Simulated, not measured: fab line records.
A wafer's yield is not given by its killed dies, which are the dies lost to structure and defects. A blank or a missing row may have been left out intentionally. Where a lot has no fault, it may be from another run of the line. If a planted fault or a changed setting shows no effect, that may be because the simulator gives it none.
fab line records	flow sky130
[record] lots = 13	wafers = 39	last-day = 50
route steps=708 shown LDD_LDN@298 VIA1@479 METAL2@483
lots that met no fault: from a run of the same line without faults
start-h: the number of hours between the record's first day and the start of the first shown wafer of the lot	wait-h: how many hours have passed since the lot's step before this one	" as in the row above	L1.1+2: several wafers, shown together as one row	- no value present, or no start provided	* or withheld: withheld	< > ~ a bound
route shown NAME@n: names a module that has steps shown in the file, with the first one's number in the route	usual: average and standard deviation across the fault-free wafers	same: alike in all rows	chamber/n: place in a boat	sites: per-site readings	_std_site: standard deviation across them	_edge_site: the outer-site mean with the inner-site mean subtracted	radius-mm: for every site, how far away it sits from the centre of the wafer	mask NAME#n: copy n	behind: tool/chamber where the wafer was last shaped	hold: the reason the lot was held/the length of the hold in hours/how it ended	device: the transistor (n, p or np) that didn't switch	end of line: the same wafers' tests at the end of the route	for a step that has no rows: nothing shown but its recipe	killed: the dies lost at the first sort to structure and to defects; this is not the yield of the wafer	map: shows each die of a wafer: x if killed, . if not, _ if none is there
set.NAME: the setting as run; set.NAME@STEP: as run at that earlier step	model.NAME: the simulator's own value behind a step, which no gauge read
one table for each step of the route and one row for each wafer, over a sample of lots
services: when a tool's chamber went out of use (start-h, in hours from the record's first day, below 0 if earlier), for how many hours, and the reason
[[steps]]
[step SKY_LDD_LDN_IMPLANT_09]
[recipe] species = As	energy-kev = 15	dose-cm2 = 1.25e+13	tilt-deg = withheld	rotation-deg = 113
[usual] beam-energy-keV = 14.999/0.0045	dose-ions-cm2 = 1.25e+13/1.2e+10
[same] implant-ion-amu = 75
lot.wafer	tool	chamber	start-h	wait-h	beam-energy-keV	dose-ions-cm2
L561.4	implanter-03	0	534.59	0.1	15.004	1.2505e+13
L561.5	"	0	"	"	15.002	1.2518e+13
L561.6	"	0	"	"	14.987	1.2503e+13
L567.3	implanter-01	0	575.01	0.1	13.817	1.249e+13
L567.4	"	0	"	"	13.810	1.2501e+13
L567.5	"	0	"	"	13.801	1.2513e+13
L568.1	implanter-01	0	586.15	0.1	13.809	1.2494e+13
L568.2	"	0	"	"	13.810	1.2515e+13
L568.6	"	0	"	"	13.816	1.2509e+13
L573.1	implanter-02	0	621.99	0.1	14.999	1.2509e+13
L573.3	"	0	"	"	15.000	1.2516e+13
L573.5	"	0	"	"	14.995	1.2526e+13
L575.1	implanter-02	0	651.00	0.1	14.996	1.2493e+13
L575.2	"	0	"	"	14.990	1.2478e+13
L575.3	"	0	"	"	14.993	1.247e+13
L576.2	implanter-03	0	652.04	0.1	14.996	1.2503e+13
L576.4	"	0	"	"	14.993	1.2498e+13
L576.6	"	0	"	"	14.996	1.2507e+13
L577.1	implanter-03	0	675.36	0.1	14.992	1.2515e+13
L577.5	"	0	"	"	14.996	1.2496e+13
L577.6	"	0	"	"	14.999	1.252e+13
L578.1	implanter-01	0	679.64	0.1	15.000	1.2508e+13
L578.2	"	0	"	"	14.998	1.2504e+13
L578.5	"	0	"	"	15.002	1.2505e+13
L580.1	implanter-01	0	684.15	0.1	15.008	1.2469e+13
L580.4	"	0	"	"	15.011	1.2504e+13
L580.5	"	0	"	"	15.001	1.2479e+13
L579.1	implanter-03	0	685.25	0.9	15.001	1.2494e+13
L579.3	"	0	"	"	15.000	1.2504e+13
L579.4	"	0	"	"	14.997	1.251e+13
L581.1	implanter-02	0	685.90	0.1	14.999	1.2509e+13
L581.4	"	0	"	"	14.998	1.251e+13
L581.6	"	0	"	"	14.999	1.247e+13
L582.1	implanter-02	0	718.80	0.1	15.007	1.2518e+13
L582.4	"	0	"	"	15.001	1.2497e+13
L582.5	"	0	"	"	14.997	1.2514e+13
L584.1	implanter-03	0	719.16	0.1	14.994	1.2494e+13
L584.3	"	0	"	"	14.999	1.2507e+13
L584.5	"	0	"	"	14.997	1.2476e+13
[step SKY_VIA1_CVD_21]
[recipe] material = W	target-thk-nm = 270	time-s = 80.902	temp-c = 400	pressure-torr = 40
[usual] chamber-pressure-Torr = 40.00/0.094	heater-power-w = 860/21
lot.wafer	tool	chamber	start-h	wait-h	chamber-pressure-Torr	heater-power-w	since-wet-clean-h
L561.4	cvd-w-01	1	799.32	0.1	39.87	851	-
L561.5	"	0	"	"	40.10	881	-
L561.6	"	1	"	"	39.89	840	-
L567.3	cvd-w-01	1	831.36	0.1	40.12	854	-
L567.4	"	0	"	"	40.13	872	-
L567.5	"	1	"	"	40.09	842	-
L568.1	cvd-w-01	1	838.18	0.0	40.03	856	434
L568.2	"	0	"	"	40.08	853	434
L568.6	"	0	"	"	40.10	870	-
L573.1	cvd-w-01	1	877.11	0.0	39.88	847	473
L573.3	"	1	"	"	39.94	830	-
L573.5	"	1	"	"	39.98	814	-
L575.1	cvd-w-02	0	902.50	0.0	39.85	881	999
L575.2	"	1	"	"	40.02	887	999
L575.3	"	0	"	"	39.88	889	-
L576.2	cvd-w-01	1	907.34	0.0	40.17	831	503
L576.4	"	0	"	"	40.02	877	-
L576.6	"	1	"	"	40.14	844	-
L577.1	cvd-w-02	0	919.93	0.0	40.05	844	2
L577.5	"	0	"	"	39.94	842	-
L577.6	"	0	"	"	39.93	840	-
L578.1	cvd-w-01	1	927.48	0.0	39.91	854	523
L578.2	"	0	"	"	39.85	864	523
L578.5	"	0	"	"	40.03	865	-
L580.1	cvd-w-01	1	931.41	0.0	40.08	827	527
L580.4	"	0	"	"	40.00	869	-
L580.5	"	1	"	"	39.97	870	-
L579.1	cvd-w-02	0	932.04	0.0	40.12	828	14
L579.3	"	0	"	"	39.91	834	-
L579.4	"	1	"	"	39.87	908	-
L581.1	cvd-w-01	1	934.62	0.0	40.07	834	531
L581.4	"	1	"	"	40.05	840	-
L581.6	"	0	"	"	40.00	848	-
L582.1	cvd-w-02	1	961.62	0.0	39.97	888	44
L582.4	"	1	"	"	40.10	895	-
L582.5	"	0	"	"	40.07	842	-
L584.1	cvd-w-01	0	962.17	0.0	40.08	861	558
L584.3	"	0	"	"	39.83	870	-
L584.5	"	0	"	"	40.01	862	-
[step SKY_METAL2_SPUTTER_00]
[recipe] material = Ti	target-thk-nm = 15	power-w = 3000	time-s = 10	chamber-pressure-pa = 0.4
[usual] chamber-pressure-pa = 0.3999/0.001	throttle-valve-pct = 30.0/1.5
lot.wafer	tool	chamber	start-h	wait-h	chamber-pressure-pa	throttle-valve-pct
L561.4	pvd-sputter-03	-	799.86	0.1	0.4005	28.0
L561.5	"	-	"	"	0.4011	28.2
L561.6	"	-	"	"	0.4006	30.6
L567.3	pvd-sputter-03	-	831.91	0.1	0.3995	28.5
L567.4	"	-	"	"	0.3998	28.5
L567.5	"	-	"	"	0.3990	30.4
L568.1	pvd-sputter-03	-	838.76	0.2	0.4007	28.3
L568.2	"	-	"	"	0.4000	30.6
L568.6	"	-	"	"	0.4001	33.0
L573.1	pvd-sputter-03	-	877.68	0.2	0.3997	32.8
L573.3	"	-	"	"	0.4010	30.3
L573.5	"	-	"	"	0.4003	33.3
L575.1	pvd-sputter-01	-	903.07	0.2	0.4000	29.3
L575.2	"	-	"	"	0.4017	29.1
L575.3	"	-	"	"	0.4000	31.4
L576.2	pvd-sputter-01	-	907.91	0.2	0.3998	30.1
L576.4	"	-	"	"	0.3987	29.9
L576.6	"	-	"	"	0.4013	29.6
L577.1	pvd-sputter-01	-	920.59	0.2	0.3991	29.9
L577.5	"	-	"	"	0.3996	31.3
L577.6	"	-	"	"	0.3982	29.9
L578.1	pvd-sputter-03	-	928.06	0.1	0.3998	30.7
L578.2	"	-	"	"	0.4001	28.5
L578.5	"	-	"	"	0.4000	28.3
L580.1	pvd-sputter-02	-	932.12	0.1	0.3992	30.0
L580.4	"	-	"	"	0.3993	28.6
L580.5	"	-	"	"	0.3999	30.8
L579.1	pvd-sputter-03	-	932.61	0.1	0.3991	30.4
L579.3	"	-	"	"	0.4002	28.7
L579.4	"	-	"	"	0.4004	28.4
L581.1	pvd-sputter-02	-	935.20	0.1	0.4008	31.0
L581.4	"	-	"	"	0.3999	29.7
L581.6	"	-	"	"	0.3992	29.4
L582.1	pvd-sputter-03	-	962.19	0.2	0.3992	33.1
L582.4	"	-	"	"	0.4001	28.2
L582.5	"	-	"	"	0.3986	28.5
L584.1	pvd-sputter-01	-	962.75	0.1	0.4003	31.3
L584.3	"	-	"	"	0.4010	28.9
L584.5	"	-	"	"	0.3989	30.0
[step SKY_METAL2_SPUTTER_02]
[recipe] material = AlCu	target-thk-nm = 250	power-w = 10600	time-s = 12.93	chamber-pressure-pa = 0.4
[usual] chamber-pressure-pa = 0.4000/0.00079	throttle-valve-pct = 30.0/1.5
lot.wafer	tool	chamber	start-h	wait-h	chamber-pressure-pa	throttle-valve-pct
L561.4	pvd-sputter-03	-	799.91	0.0	0.4003	28.0
L561.5	"	-	"	"	0.4010	28.0
L561.6	"	-	"	"	0.3995	30.7
L567.3	pvd-sputter-03	-	831.95	0.0	0.4009	28.1
L567.4	"	-	"	"	0.3991	28.5
L567.5	"	-	"	"	0.3986	30.5
L568.1	pvd-sputter-03	-	838.80	0.0	0.3991	28.4
L568.2	"	-	"	"	0.4007	30.7
L568.6	"	-	"	"	0.4000	33.0
L573.1	pvd-sputter-03	-	877.73	0.0	0.4015	33.0
L573.3	"	-	"	"	0.4001	30.5
L573.5	"	-	"	"	0.4002	32.8
L575.1	pvd-sputter-01	-	903.12	0.0	0.4000	29.7
L575.2	"	-	"	"	0.3994	29.0
L575.3	"	-	"	"	0.4009	31.4
L576.2	pvd-sputter-01	-	907.96	0.0	0.3981	29.4
L576.4	"	-	"	"	0.3996	29.9
L576.6	"	-	"	"	0.3996	29.6
L577.1	pvd-sputter-01	-	920.64	0.0	0.3991	29.8
L577.5	"	-	"	"	0.3982	31.5
L577.6	"	-	"	"	0.4000	29.8
L578.1	pvd-sputter-03	-	928.10	0.0	0.3996	30.7
L578.2	"	-	"	"	0.4002	28.5
L578.5	"	-	"	"	0.4001	28.1
L580.1	pvd-sputter-02	-	932.17	0.0	0.4008	29.8
L580.4	"	-	"	"	0.3997	28.6
L580.5	"	-	"	"	0.4000	31.0
L579.1	pvd-sputter-03	-	932.66	0.0	0.4001	30.5
L579.3	"	-	"	"	0.3988	28.5
L579.4	"	-	"	"	0.4007	27.9
L581.1	pvd-sputter-02	-	935.24	0.0	0.4010	30.5
L581.4	"	-	"	"	0.4004	29.4
L581.6	"	-	"	"	0.4000	29.3
L582.1	pvd-sputter-03	-	962.24	0.0	0.3994	33.0
L582.4	"	-	"	"	0.3992	28.1
L582.5	"	-	"	"	0.4007	28.5
L584.1	pvd-sputter-01	-	962.79	0.0	0.4000	31.0
L584.3	"	-	"	"	0.4010	28.8
L584.5	"	-	"	"	0.4000	29.8
[[services]]
tool	chamber	start-h	hours	kind
implanter-01	-	513.39	2.7	repair
pvd-sputter-02	-	516.72	4.3	repair
implanter-02	-	523.92	6.8	repair
implanter-02	-	560.87	6.7	repair
implanter-01	-	583.79	2.1	repair
implanter-03	-	589.15	3.6	pm
pvd-sputter-02	-	600.16	14.6	repair
cvd-w-01	-	607.32	0.8	repair
pvd-sputter-01	-	607.49	1.7	repair
implanter-02	-	625.65	4.0	repair
pvd-sputter-03	-	634.14	1.3	repair
pvd-sputter-03	-	651.22	4.8	repair
implanter-03	-	658.51	1.2	repair
implanter-03	-	747.70	2.5	repair
implanter-03	-	780.70	5.2	pm
pvd-sputter-01	-	783.47	75.5	repair
pvd-sputter-03	-	791.32	2.4	repair
pvd-sputter-01	-	793.56	13.3	repair
implanter-03	-	805.60	2.0	repair
implanter-03	-	816.29	2.7	repair
pvd-sputter-01	-	831.63	4.3	repair
pvd-sputter-01	-	840.94	0.5	repair
pvd-sputter-03	-	855.91	0.9	repair
cvd-w-01	-	886.63	1.1	repair
[[key]]
[first-sign] step = SKY_LDD_LDN_IMPLANT_09	reading = beam-energy-keV	direction = down	sigmas = 99+	usual = *	struck = *
effect none on later readings
met-at SKY_LDD_LDN_IMPLANT_09
struck-lots L567,L568
tester-left-out L567,L568
not-acting-at SKY_VIA1_CVD_21,SKY_METAL2_SPUTTER_00,SKY_METAL2_SPUTTER_02
[fault] kind = process-parameter-drift	tool = implanter-01	chamber = -	onset-h = 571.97	steps = SKY_LDD_LDN_IMPLANT_09	channel = energy-kev	offset = *	shape = step	end-h = 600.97	acts-in = *	stated = *
// tester-left-out: of these lots the tester's yield and bins aren't shown, on N5 and GAA mostly nor the transistor test; their killed dies are dies lost to structure and defects alone, not to doping, threshold or leakage, so they don't give the yield
